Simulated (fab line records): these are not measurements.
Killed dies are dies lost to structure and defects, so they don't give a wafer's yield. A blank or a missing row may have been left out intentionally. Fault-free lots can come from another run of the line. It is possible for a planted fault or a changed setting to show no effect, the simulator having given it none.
fab line records | flow sky130
record: lots: 15 | wafers: 45 | last_day: 50
route steps=708 shown DNWELL@43 PWDE@54 NWELL@68 VT_ADJUST_LVTN@117 VT_ADJUST_NCORE@127
lots that met no fault: from a run of the same line without faults
start_h: hours from the record's first day to the start of the lot's first wafer shown | wait_h: time in hours since the lot's previous step | " identical to the entry in the row above | L1.1+2: several wafers, shown together as one row | - value missing, or start not given | * or withheld: withheld | < > ~ a bound
route shown NAME@n: a module of which the file shows steps, and the number in the route of the first | usual: mean and standard deviation over wafers with no fault | same: alike in all rows | chamber/n: place in a boat | sites: readings site by site | _std_site: the standard deviation of these | _edge_site: outer sites' mean less inner sites' | radius_mm: for every site, how far away it sits from the centre of the wafer | mask NAME#n: copy n | behind: tool/chamber where the wafer was last shaped | hold: what put the lot on hold/how long, in hours/how the hold closed | device: names the non-switching transistor (n, p or np) | end of line: tests of these same wafers at the route's end | where a step has no rows: the recipe by itself | killed: the dies lost at the first sort to structure and to defects; this is not the yield of the wafer | map: a wafer's dies, marking killed ones x, the rest . and places with no die _
set.NAME: the setting that was run; set.NAME@STEP: the one run at that earlier step | model.NAME: the simulator's own value behind a step, which no gauge read
a sample of lots followed through the steps of the route, with each step as a table and each wafer as a row
services: when a tool's chamber went out of use (start_h, in hours from the record's first day, below 0 if earlier), for how many hours, and the reason
== steps ==
step: SKY_DNWELL_STRIP_08
recipe: chemistry: O2/N2 | power_w: 1400 | pressure_mtorr: 1500 | platen_temp_c: withheld | o2_flow_sccm: 3000 | n2_flow_sccm: 300 | overash_fraction: 0.5
usual: chamber_pressure_mTorr: 1499.9/1.5 | drypump_motor_current_A: 6.0/0.35 | oes_product_au: 0.722/0.0042 | strip_time_to_endpoint_s: 36.93/0.11
lot.wafer | tool            | chamber | start_h | wait_h | chamber_pressure_mTorr | drypump_motor_current_A | oes_product_au | rf_hours_counter_h | strip_time_to_endpoint_s
L364.1    | plasma_asher-02 | 1       | 51.92   | 0.1    | 1497.7                 | 6.1                     | 0.726          | 39                 | 36.76
L364.3    | "               | 0       | "       | "      | 1498.5                 | 6.0                     | 0.730          | -                  | 36.78
L364.4    | "               | 1       | "       | "      | 1502.3                 | 6.1                     | 0.721          | -                  | 36.78
L365.1    | plasma_asher-04 | 1       | 59.57   | 0.1    | 1499.8                 | 6.3                     | 0.724          | 37                 | 36.95
L365.2    | "               | 0       | "       | "      | 1498.0                 | 5.9                     | 0.728          | 37                 | 36.92
L365.5    | "               | 1       | "       | "      | 1501.2                 | 6.3                     | 0.720          | -                  | 36.90
L370.3    | plasma_asher-04 | 1       | 84.58   | 0.1    | 1501.5                 | 6.3                     | 0.722          | -                  | 37.10
L370.4    | "               | 0       | "       | "      | 1500.4                 | 5.9                     | 0.725          | -                  | 37.10
L370.5    | "               | 0       | "       | "      | 1499.8                 | 5.9                     | 0.726          | -                  | 37.05
L371.1    | plasma_asher-04 | 0       | 89.55   | 0.1    | 1500.2                 | 5.9                     | 0.717          | 40                 | 36.99
L371.2    | "               | 1       | "       | "      | 1501.6                 | 6.3                     | 0.715          | 40                 | 36.93
L371.5    | "               | 0       | "       | "      | 1501.2                 | 5.9                     | 0.718          | -                  | 37.06
L372.1    | plasma_asher-04 | 1       | 95.87   | 0.1    | 1499.5                 | 6.3                     | 0.718          | 41                 | 36.98
L372.2    | "               | 0       | "       | "      | 1502.4                 | 5.9                     | 0.722          | 41                 | 36.93
L372.6    | "               | 0       | "       | "      | 1499.4                 | 5.9                     | 0.717          | -                  | 37.04
L374.1    | plasma_asher-01 | 1       | 104.82  | 0.1    | 1500.5                 | 6.1                     | 0.725          | 41                 | 37.01
L374.2    | "               | 0       | "       | "      | 1498.8                 | 5.1                     | 0.726          | 41                 | 36.98
L374.6    | "               | 1       | "       | "      | 1497.8                 | 6.0                     | 0.719          | -                  | 37.03
L375.1    | plasma_asher-04 | 1       | 111.77  | 0.1    | 1502.5                 | 6.3                     | 0.720          | 43                 | 36.86
L375.4    | "               | 1       | "       | "      | 1495.9                 | 6.3                     | 0.716          | -                  | 36.82
L375.5    | "               | 0       | "       | "      | 1498.8                 | 5.9                     | 0.722          | -                  | 36.84
L376.3    | plasma_asher-04 | 1       | 114.56  | 0.1    | 1497.3                 | 6.3                     | 0.723          | -                  | 36.95
L376.4    | "               | 0       | "       | "      | 1502.1                 | 5.9                     | 0.719          | -                  | 37.17
L376.5    | "               | 1       | "       | "      | 1497.0                 | 6.3                     | 0.721          | -                  | 37.01
L377.1    | plasma_asher-01 | 1       | 121.28  | 0.1    | -                      | -                       | -              | -                  | -
L377.2    | "               | 0       | "       | "      | -                      | -                       | -              | -                  | -
L377.3    | "               | 0       | "       | "      | -                      | -                       | -              | -                  | -
L378.1    | plasma_asher-04 | 0       | 126.67  | 0.1    | -                      | -                       | -              | -                  | -
L378.2    | "               | 1       | "       | "      | -                      | -                       | -              | -                  | -
L378.5    | "               | 0       | "       | "      | -                      | -                       | -              | -                  | -
L379.1    | plasma_asher-01 | 1       | 132.52  | 0.1    | -                      | -                       | -              | -                  | -
L379.3    | "               | 0       | "       | "      | -                      | -                       | -              | -                  | -
L379.6    | "               | 1       | "       | "      | -                      | -                       | -              | -                  | -
L380.1    | plasma_asher-02 | 0       | 142.13  | 0.1    | 1497.8                 | 6.0                     | 0.716          | 2                  | 36.79
L380.3    | "               | 0       | "       | "      | 1500.4                 | 6.0                     | 0.727          | -                  | 36.84
L380.6    | "               | 0       | "       | "      | 1500.5                 | 6.0                     | 0.717          | -                  | 36.90
L385.1    | plasma_asher-02 | 1       | 166.38  | 0.1    | 1498.7                 | 6.2                     | 0.714          | 5                  | 36.95
L385.5    | "               | 0       | "       | "      | 1499.5                 | 6.0                     | 0.726          | -                  | 37.02
L385.6    | "               | 1       | "       | "      | 1500.9                 | 6.2                     | 0.726          | -                  | 37.03
L386.1    | plasma_asher-01 | 0       | 173.78  | 0.1    | 1501.9                 | 5.1                     | 0.717          | 48                 | 37.06
L386.2    | "               | 1       | "       | "      | 1497.2                 | 6.1                     | 0.727          | 48                 | 37.01
L386.4    | "               | 1       | "       | "      | 1500.3                 | 6.1                     | 0.734          | -                  | 36.95
L387.3    | plasma_asher-01 | 1       | 179.93  | 0.1    | 1498.1                 | 6.1                     | 0.721          | -                  | 36.90
L387.4    | "               | 0       | "       | "      | 1498.3                 | 5.1                     | 0.723          | -                  | 36.91
L387.5    | "               | 1       | "       | "      | 1502.4                 | 6.1                     | 0.726          | -                  | 36.97
step: SKY_PWDE_STRIP_09
recipe: chemistry: O2/N2 | power_w: 1400 | pressure_mtorr: 1500 | platen_temp_c: withheld | o2_flow_sccm: 3000 | n2_flow_sccm: 300 | overash_fraction: 0.5
usual: chamber_pressure_mTorr: 1500.4/2.7 | drypump_motor_current_A: 5.9/0.46 | oes_product_au: 0.723/0.0048 | strip_time_to_endpoint_s: 36.90/0.094
lot.wafer | tool            | chamber | start_h | wait_h | chamber_pressure_mTorr | drypump_motor_current_A | oes_product_au | rf_hours_counter_h | strip_time_to_endpoint_s
L364.1    | plasma_asher-01 | 1       | 68.17   | 0.1    | 1503.1                 | 6.0                     | 0.730          | 38                 | 36.91
L364.3    | "               | 1       | "       | "      | 1501.8                 | 6.0                     | 0.730          | -                  | 36.99
L364.4    | "               | 0       | "       | "      | 1500.0                 | 5.1                     | 0.719          | -                  | 37.09
L365.1    | plasma_asher-01 | 0       | 76.07   | 0.1    | 1497.4                 | 5.1                     | 0.731          | 39                 | 36.86
L365.2    | "               | 1       | "       | "      | 1499.4                 | 6.1                     | 0.728          | 39                 | 36.88
L365.5    | "               | 1       | "       | "      | 1499.6                 | 6.0                     | 0.724          | -                  | 36.84
L370.3    | plasma_asher-01 | 0       | 101.37  | 0.1    | 1499.0                 | 5.1                     | 0.725          | -                  | 36.66
L370.4    | "               | 1       | "       | "      | 1500.6                 | 6.0                     | 0.719          | -                  | 36.65
L370.5    | "               | 1       | "       | "      | 1500.7                 | 6.0                     | 0.718          | -                  | 36.61
L371.1    | plasma_asher-03 | 0       | 107.08  | 0.1    | 1499.5                 | 6.5                     | 0.710          | 27                 | 37.06
L371.2    | "               | 1       | "       | "      | 1499.7                 | 6.1                     | 0.723          | 27                 | 37.03
L371.5    | "               | 0       | "       | "      | 1498.9                 | 6.5                     | 0.724          | -                  | 36.94
L372.1    | plasma_asher-01 | 0       | 114.23  | 0.1    | 1500.2                 | 5.1                     | 0.716          | 42                 | 37.09
L372.2    | "               | 1       | "       | "      | 1499.6                 | 6.0                     | 0.712          | 42                 | 36.96
L372.6    | "               | 0       | "       | "      | 1499.9                 | 5.0                     | 0.726          | -                  | 37.01
L374.1    | plasma_asher-03 | 1       | 124.09  | 0.1    | 1498.7                 | 6.1                     | 0.729          | 29                 | 36.85
L374.2    | "               | 0       | "       | "      | 1501.6                 | 6.5                     | 0.723          | 29                 | 36.77
L374.6    | "               | 1       | "       | "      | 1499.8                 | 6.1                     | 0.714          | -                  | 36.96
L375.1    | plasma_asher-03 | 0       | 130.27  | 0.1    | 1502.0                 | 6.5                     | 0.723          | 29                 | 36.87
L375.4    | "               | 0       | "       | "      | 1501.3                 | 6.5                     | 0.732          | -                  | 36.76
L375.5    | "               | 1       | "       | "      | 1499.2                 | 6.1                     | 0.727          | -                  | 36.94
L376.3    | plasma_asher-04 | 1       | 133.67  | 0.1    | 1501.1                 | 6.3                     | 0.723          | -                  | 36.85
L376.4    | "               | 0       | "       | "      | 1499.3                 | 5.9                     | 0.724          | -                  | 36.82
L376.5    | "               | 0       | "       | "      | 1503.0                 | 5.9                     | 0.729          | -                  | 36.81
L377.1    | plasma_asher-03 | 1       | 139.33  | 0.1    | 1498.8                 | 6.1                     | 0.738          | 30                 | 80.99
L377.2    | "               | 0       | "       | "      | 1499.9                 | 6.5                     | 0.739          | 30                 | 80.76
L377.3    | "               | 1       | "       | "      | 1502.0                 | 6.1                     | 0.735          | -                  | 80.99
L378.1    | plasma_asher-03 | 1       | 145.14  | 0.1    | 1500.6                 | 6.1                     | 0.735          | 31                 | 80.79
L378.2    | "               | 0       | "       | "      | 1498.9                 | 6.4                     | 0.736          | 31                 | 80.97
L378.5    | "               | 0       | "       | "      | 1499.6                 | 6.5                     | 0.740          | -                  | 80.83
L379.1    | plasma_asher-01 | 1       | 151.98  | 0.1    | 1499.3                 | 6.0                     | 0.747          | 46                 | 81.32
L379.3    | "               | 1       | "       | "      | 1501.3                 | 6.1                     | 0.741          | -                  | 81.18
L379.6    | "               | 0       | "       | "      | 1499.8                 | 5.1                     | 0.748          | -                  | 81.20
L380.1    | plasma_asher-03 | 0       | 161.72  | 0.1    | 1499.3                 | 6.5                     | 0.710          | 32                 | 36.94
L380.3    | "               | 0       | "       | "      | 1500.0                 | 6.5                     | 0.721          | -                  | 36.90
L380.6    | "               | 0       | "       | "      | 1499.3                 | 6.5                     | 0.723          | -                  | 37.01
L385.1    | plasma_asher-01 | 0       | 187.77  | 0.1    | 1499.4                 | 5.1                     | 0.727          | 50                 | 37.09
L385.5    | "               | 1       | "       | "      | 1499.7                 | 6.1                     | 0.727          | -                  | 37.05
L385.6    | "               | 0       | "       | "      | 1502.7                 | 5.1                     | 0.723          | -                  | 37.05
L386.1    | plasma_asher-03 | 1       | 195.46  | 0.1    | 1501.9                 | 6.1                     | 0.729          | 35                 | 36.87
L386.2    | "               | 0       | "       | "      | 1499.3                 | 6.4                     | 0.720          | 35                 | 36.86
L386.4    | "               | 1       | "       | "      | 1500.6                 | 6.1                     | 0.717          | -                  | 36.93
L387.3    | plasma_asher-03 | 1       | 201.07  | 0.1    | 1499.9                 | 6.1                     | 0.722          | -                  | 36.99
L387.4    | "               | 0       | "       | "      | 1500.0                 | 6.5                     | 0.725          | -                  | 37.07
L387.5    | "               | 0       | "       | "      | 1501.4                 | 6.5                     | 0.716          | -                  | 36.99
step: SKY_PWDE_TW_MEAS_10
usual: PWDE_TW: 373.0/2.5
lot.wafer | tool          | chamber | start_h | wait_h | PWDE_TW
L364.1    | film_metro-02 | -       | 68.27   | 0.1    | 374.6
L364.3    | "             | -       | "       | "      | 374.6
L364.4    | "             | -       | "       | "      | 372.2
L365.1    | film_metro-02 | -       | 76.17   | 0.1    | 373.8
L365.2    | "             | -       | "       | "      | 373.1
L365.5    | "             | -       | "       | "      | 373.2
L370.3    | film_metro-02 | -       | 101.45  | 0.1    | 370.8
L370.4    | "             | -       | "       | "      | 371.3
L370.5    | "             | -       | "       | "      | 373.0
L371.1    | film_metro-04 | -       | 107.18  | 0.1    | 376.3
L371.2    | "             | -       | "       | "      | 377.9
L371.5    | "             | -       | "       | "      | 374.9
L372.1    | film_metro-02 | -       | 114.33  | 0.1    | 373.8
L372.2    | "             | -       | "       | "      | 370.5
L372.6    | "             | -       | "       | "      | 373.9
L374.1    | film_metro-04 | -       | 124.19  | 0.1    | 373.1
L374.2    | "             | -       | "       | "      | 373.5
L374.6    | "             | -       | "       | "      | 373.6
L375.1    | film_metro-01 | -       | 130.37  | 0.1    | 367.7
L375.4    | "             | -       | "       | "      | 369.0
L375.5    | "             | -       | "       | "      | 370.6
L376.3    | film_metro-04 | -       | 133.76  | 0.1    | 373.9
L376.4    | "             | -       | "       | "      | 374.5
L376.5    | "             | -       | "       | "      | 373.3
L377.1    | film_metro-02 | -       | 139.43  | 0.1    | 29.7
L377.2    | "             | -       | "       | "      | 29.8
L377.3    | "             | -       | "       | "      | 29.8
L378.1    | film_metro-04 | -       | 145.24  | 0.1    | 30.2
L378.2    | "             | -       | "       | "      | 30.3
L378.5    | "             | -       | "       | "      | 30.3
L379.1    | film_metro-02 | -       | 152.08  | 0.1    | 29.7
L379.3    | "             | -       | "       | "      | 29.8
L379.6    | "             | -       | "       | "      | 29.9
L380.1    | film_metro-02 | -       | 161.82  | 0.1    | 372.2
L380.3    | "             | -       | "       | "      | 371.9
L380.6    | "             | -       | "       | "      | 372.7
L385.1    | film_metro-02 | -       | 187.87  | 0.1    | 372.7
L385.5    | "             | -       | "       | "      | 370.3
L385.6    | "             | -       | "       | "      | 370.5
L386.1    | film_metro-04 | -       | 195.56  | 0.1    | 375.7
L386.2    | "             | -       | "       | "      | 374.4
L386.4    | "             | -       | "       | "      | 371.8
L387.3    | film_metro-01 | -       | 201.16  | 0.1    | 370.2
L387.4    | "             | -       | "       | "      | 370.2
L387.5    | "             | -       | "       | "      | 370.3
step: SKY_NWELL_TW_MEAS_15
usual: NWELL_TW: 1817/14
lot.wafer | tool          | chamber | start_h | wait_h | NWELL_TW
L364.1    | film_metro-02 | -       | 85.37   | 0.1    | 1806
L364.3    | "             | -       | "       | "      | 1812
L364.4    | "             | -       | "       | "      | 1809
L365.1    | film_metro-04 | -       | 93.01   | 0.1    | 1832
L365.2    | "             | -       | "       | "      | 1834
L365.5    | "             | -       | "       | "      | 1831
L370.3    | film_metro-02 | -       | 120.63  | 0.1    | 1800
L370.4    | "             | -       | "       | "      | 1802
L370.5    | "             | -       | "       | "      | 1804
L371.1    | film_metro-04 | -       | 126.13  | 0.1    | 1837
L371.2    | "             | -       | "       | "      | 1828
L371.5    | "             | -       | "       | "      | 1828
L372.1    | film_metro-04 | -       | 133.68  | 0.1    | 1809
L372.2    | "             | -       | "       | "      | 1815
L372.6    | "             | -       | "       | "      | 1819
L374.1    | film_metro-01 | -       | 143.38  | 0.1    | 1799
L374.2    | "             | -       | "       | "      | 1817
L374.6    | "             | -       | "       | "      | 1794
L375.1    | film_metro-04 | -       | 149.57  | 0.1    | 1830
L375.4    | "             | -       | "       | "      | 1820
L375.5    | "             | -       | "       | "      | 1838
L376.3    | film_metro-04 | -       | 153.40  | 0.1    | 1840
L376.4    | "             | -       | "       | "      | 1838
L376.5    | "             | -       | "       | "      | 1837
L377.1    | film_metro-04 | -       | 160.08  | 0.1    | 1844
L377.2    | "             | -       | "       | "      | 1832
L377.3    | "             | -       | "       | "      | 1840
L378.1    | film_metro-01 | -       | 165.26  | 0.1    | 1805
L378.2    | "             | -       | "       | "      | 1807
L378.5    | "             | -       | "       | "      | 1791
L379.1    | film_metro-04 | -       | 172.81  | 0.1    | 1827
L379.3    | "             | -       | "       | "      | 1822
L379.6    | "             | -       | "       | "      | 1829
L380.1    | film_metro-04 | -       | 183.03  | 0.1    | 1820
L380.3    | "             | -       | "       | "      | 1820
L380.6    | "             | -       | "       | "      | 1828
L385.1    | film_metro-02 | -       | 209.67  | 0.1    | 1823
L385.5    | "             | -       | "       | "      | 1823
L385.6    | "             | -       | "       | "      | 1814
L386.1    | film_metro-04 | -       | 216.88  | 0.1    | 1836
L386.2    | "             | -       | "       | "      | 1835
L386.4    | "             | -       | "       | "      | 1832
L387.3    | film_metro-04 | -       | 223.35  | 0.1    | 1829
L387.4    | "             | -       | "       | "      | 1838
L387.5    | "             | -       | "       | "      | 1826
step: SKY_VT_ADJUST_LVTN_STRIP_20
recipe: chemistry: O2/N2 | power_w: 1400 | pressure_mtorr: 1500 | platen_temp_c: withheld | o2_flow_sccm: 3000 | n2_flow_sccm: 300 | overash_fraction: 0.5
usual: chamber_pressure_mTorr: 1499.9/1.4 | drypump_motor_current_A: 5.9/0.39 | oes_product_au: 0.715/0.0045 | strip_time_to_endpoint_s: 14.18/0.05
lot.wafer | tool            | chamber | start_h | wait_h | chamber_pressure_mTorr | drypump_motor_current_A | oes_product_au | rf_hours_counter_h | strip_time_to_endpoint_s
L364.1    | plasma_asher-04 | 0       | 158.27  | 0.1    | 1498.2                 | 5.9                     | 0.717          | 48                 | 14.16
L364.3    | "               | 0       | "       | "      | 1500.9                 | 5.9                     | 0.705          | -                  | 14.24
L364.4    | "               | 1       | "       | "      | 1500.3                 | 6.3                     | 0.712          | -                  | 14.14
L365.1    | plasma_asher-01 | 1       | 168.77  | 0.1    | 1501.1                 | 6.1                     | 0.715          | 48                 | 14.15
L365.2    | "               | 0       | "       | "      | 1498.3                 | 5.1                     | 0.719          | 48                 | 14.13
L365.5    | "               | 0       | "       | "      | 1501.0                 | 5.1                     | 0.715          | -                  | 14.17
L370.3    | plasma_asher-01 | 1       | 200.37  | 0.1    | 1498.4                 | 6.0                     | 0.716          | -                  | 14.10
L370.4    | "               | 0       | "       | "      | 1500.8                 | 5.1                     | 0.715          | -                  | 14.13
L370.5    | "               | 0       | "       | "      | 1501.5                 | 5.1                     | 0.718          | -                  | 14.14
L371.1    | plasma_asher-01 | 1       | 207.26  | 0.1    | 1500.9                 | 6.1                     | 0.717          | 52                 | 14.20
L371.2    | "               | 0       | "       | "      | 1499.0                 | 5.1                     | 0.709          | 52                 | 14.17
L371.5    | "               | 0       | "       | "      | 1501.5                 | 5.1                     | 0.721          | -                  | 14.25
L372.1    | plasma_asher-02 | 1       | 215.31  | 0.1    | 1499.6                 | 6.1                     | 0.717          | 9                  | 14.26
L372.2    | "               | 0       | "       | "      | 1499.3                 | 6.0                     | 0.717          | 9                  | 14.27
L372.6    | "               | 1       | "       | "      | 1502.0                 | 6.1                     | 0.709          | -                  | 14.24
L374.1    | plasma_asher-04 | 1       | 228.19  | 0.2    | 1497.3                 | 6.3                     | 0.712          | 55                 | 14.19
L374.2    | "               | 0       | "       | "      | 1499.7                 | 5.9                     | 0.720          | 55                 | 14.18
L374.6    | "               | 0       | "       | "      | 1498.3                 | 5.9                     | 0.719          | -                  | 14.14
L375.1    | plasma_asher-04 | 1       | 234.14  | 0.1    | 1500.4                 | 6.3                     | 0.718          | 55                 | 14.11
L375.4    | "               | 0       | "       | "      | 1499.0                 | 5.9                     | 0.728          | -                  | 14.11
L375.5    | "               | 0       | "       | "      | 1498.9                 | 5.9                     | 0.708          | -                  | 14.09
L376.3    | plasma_asher-01 | 1       | 240.29  | 0.1    | 1501.8                 | 6.0                     | 0.712          | -                  | 14.16
L376.4    | "               | 0       | "       | "      | 1498.8                 | 5.1                     | 0.710          | -                  | 14.15
L376.5    | "               | 1       | "       | "      | 1499.6                 | 6.0                     | 0.714          | -                  | 14.10
L377.1    | plasma_asher-02 | 0       | 247.22  | 0.1    | 1499.1                 | 6.0                     | 0.718          | 12                 | 14.15
L377.2    | "               | 1       | "       | "      | 1501.6                 | 6.1                     | 0.713          | 12                 | 14.16
L377.3    | "               | 0       | "       | "      | 1499.1                 | 6.0                     | 0.729          | -                  | 14.20
L378.1    | plasma_asher-01 | 1       | 252.69  | 0.1    | 1501.4                 | 6.1                     | 0.711          | 56                 | 14.20
L378.2    | "               | 0       | "       | "      | 1499.8                 | 5.1                     | 0.714          | 56                 | 14.17
L378.5    | "               | 1       | "       | "      | 1499.5                 | 6.1                     | 0.720          | -                  | 14.19
L379.1    | plasma_asher-04 | 0       | 261.59  | 0.1    | 1498.4                 | 5.9                     | 0.722          | 58                 | 14.29
L379.3    | "               | 0       | "       | "      | 1499.5                 | 5.9                     | 0.715          | -                  | 14.26
L379.6    | "               | 0       | "       | "      | 1501.3                 | 5.9                     | 0.713          | -                  | 14.28
L380.1    | plasma_asher-02 | 1       | 273.71  | 0.1    | 1498.1                 | 6.2                     | 0.712          | 15                 | 14.14
L380.3    | "               | 0       | "       | "      | 1499.3                 | 6.0                     | 0.704          | -                  | 14.13
L380.6    | "               | 1       | "       | "      | 1500.1                 | 6.1                     | 0.712          | -                  | 14.10
L385.1    | plasma_asher-02 | 1       | 302.99  | 0.1    | 1502.3                 | 6.1                     | 0.716          | 18                 | 14.18
L385.5    | "               | 0       | "       | "      | 1502.9                 | 6.0                     | 0.713          | -                  | 14.18
L385.6    | "               | 1       | "       | "      | 1501.0                 | 6.2                     | 0.715          | -                  | 14.21
L386.1    | plasma_asher-01 | 1       | 310.84  | 0.1    | 1501.4                 | 6.1                     | 0.712          | 62                 | 14.17
L386.2    | "               | 0       | "       | "      | 1498.9                 | 5.1                     | 0.717          | 62                 | 14.18
L386.4    | "               | 0       | "       | "      | 1499.7                 | 5.1                     | 0.713          | -                  | 14.13
L387.3    | plasma_asher-01 | 1       | 316.35  | 0.1    | 1499.9                 | 6.1                     | 0.714          | -                  | 14.27
L387.4    | "               | 0       | "       | "      | 1497.7                 | 5.1                     | 0.720          | -                  | 14.29
L387.5    | "               | 1       | "       | "      | 1499.8                 | 6.1                     | 0.719          | -                  | 14.26
step: SKY_VT_ADJUST_NCORE_OVL_MEAS_08
usual: VT_ADJUST_NCORE_OVL: -1.4/1.5
lot.wafer | tool       | chamber | start_h | wait_h | VT_ADJUST_NCORE_OVL[nm]
L364.1    | overlay-01 | -       | 179.15  | 0.1    | -0.6
L364.3    | "          | -       | "       | "      | -0.7
L364.4    | "          | -       | "       | "      | -0.9
L365.1    | overlay-02 | -       | 189.47  | 0.1    | -3.4
L365.2    | "          | -       | "       | "      | 0.0
L365.5    | "          | -       | "       | "      | -2.9
L370.3    | overlay-01 | -       | 221.73  | 0.1    | -1.9
L370.4    | "          | -       | "       | "      | -0.8
L370.5    | "          | -       | "       | "      | 0.6
L371.1    | overlay-01 | -       | 229.65  | 0.1    | -1.9
L371.2    | "          | -       | "       | "      | -0.2
L371.5    | "          | -       | "       | "      | -1.1
L372.1    | overlay-02 | -       | 237.82  | 0.1    | 0.7
L372.2    | "          | -       | "       | "      | 0.7
L372.6    | "          | -       | "       | "      | -0.6
L374.1    | overlay-01 | -       | 250.00  | 0.1    | -1.4
L374.2    | "          | -       | "       | "      | -1.7
L374.6    | "          | -       | "       | "      | -2.9
L375.1    | overlay-01 | -       | 255.50  | 0.1    | -2.1
L375.4    | "          | -       | "       | "      | -2.4
L375.5    | "          | -       | "       | "      | -2.7
L376.3    | overlay-01 | -       | 263.43  | 0.1    | -2.4
L376.4    | "          | -       | "       | "      | -2.8
L376.5    | "          | -       | "       | "      | -2.1
L377.1    | overlay-02 | -       | 270.67  | 0.1    | -2.5
L377.2    | "          | -       | "       | "      | -0.8
L377.3    | "          | -       | "       | "      | -4.3
L378.1    | overlay-02 | -       | 276.77  | 0.1    | 1.2
L378.2    | "          | -       | "       | "      | 0.4
L378.5    | "          | -       | "       | "      | 0.4
L379.1    | overlay-01 | -       | 285.72  | 0.1    | -1.7
L379.3    | "          | -       | "       | "      | -4.1
L379.6    | "          | -       | "       | "      | -0.2
L380.1    | overlay-02 | -       | 297.47  | 0.1    | -0.6
L380.3    | "          | -       | "       | "      | -0.6
L380.6    | "          | -       | "       | "      | -1.5
L385.1    | overlay-01 | -       | 327.02  | 0.1    | -2.4
L385.5    | "          | -       | "       | "      | 0.5
L385.6    | "          | -       | "       | "      | -1.6
L386.1    | overlay-01 | -       | 336.22  | 0.1    | -2.5
L386.2    | "          | -       | "       | "      | -2.6
L386.4    | "          | -       | "       | "      | 0.6
L387.3    | overlay-01 | -       | 341.91  | 0.1    | -1.5
L387.4    | "          | -       | "       | "      | -1.3
L387.5    | "          | -       | "       | "      | -1.5
== services ==
tool            | chamber | start_h | hours | kind
plasma_asher-01 | -       | 31.40   | 2.6   | repair
plasma_asher-01 | -       | 103.98  | 0.7   | repair
plasma_asher-02 | -       | 108.75  | 9.0   | pm
plasma_asher-02 | 0       | 108.75  | 9.0   | vent_cycle
plasma_asher-02 | 1       | 108.75  | 9.0   | vent_cycle
plasma_asher-02 | 0       | 117.75  | -     | clean
plasma_asher-02 | 1       | 117.75  | -     | clean
plasma_asher-01 | -       | 126.29  | 1.1   | repair
plasma_asher-02 | -       | 149.69  | 2.3   | repair
plasma_asher-03 | -       | 226.11  | 2.4   | repair
plasma_asher-04 | -       | 240.21  | 2.1   | repair
plasma_asher-03 | -       | 260.45  | 1.1   | repair
plasma_asher-04 | -       | 264.11  | 0.7   | repair
plasma_asher-02 | -       | 307.36  | 22.6  | repair
== key ==
first_sign: step: SKY_DNWELL_STRIP_08 | reading: tool_record | direction: missing
effect: step: SKY_PWDE_STRIP_09 | reading: strip_time_to_endpoint_s | direction: up | sigmas: 99+ | usual: * | struck: *
effect: step: SKY_PWDE_TW_MEAS_10 | reading: PWDE_TW | direction: down | sigmas: 99+ | usual: 373.0 | struck: 30.0
met_at SKY_DNWELL_STRIP_08
struck_lots L377,L378,L379
sort_left_out L377.1,L377.2,L377.3,L378.1,L378.2,L378.5,L379.1,L379.3,L379.6
tester_left_out L377,L378,L379
not_acting_at SKY_NWELL_TW_MEAS_15,SKY_VT_ADJUST_LVTN_STRIP_20,SKY_VT_ADJUST_NCORE_OVL_MEAS_08
onset_between 114.56 121.28
fault: kind: skipped_step_whole | tool: plasma_asher-01,plasma_asher-04 | chamber: - | onset_h: 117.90 | steps: SKY_DNWELL_STRIP_08 | scope: struck_lots_only
tester_left_out: of these lots the tester's yield and bins aren't shown, on N5 and GAA mostly nor the transistor test; their killed dies are dies lost to structure and defects alone, not to doping, threshold or leakage, so they don't give the yield
sort_left_out: the simulated sort isn't trusted on such a fault, so these wafers' sort isn't shown, and their yield isn't known
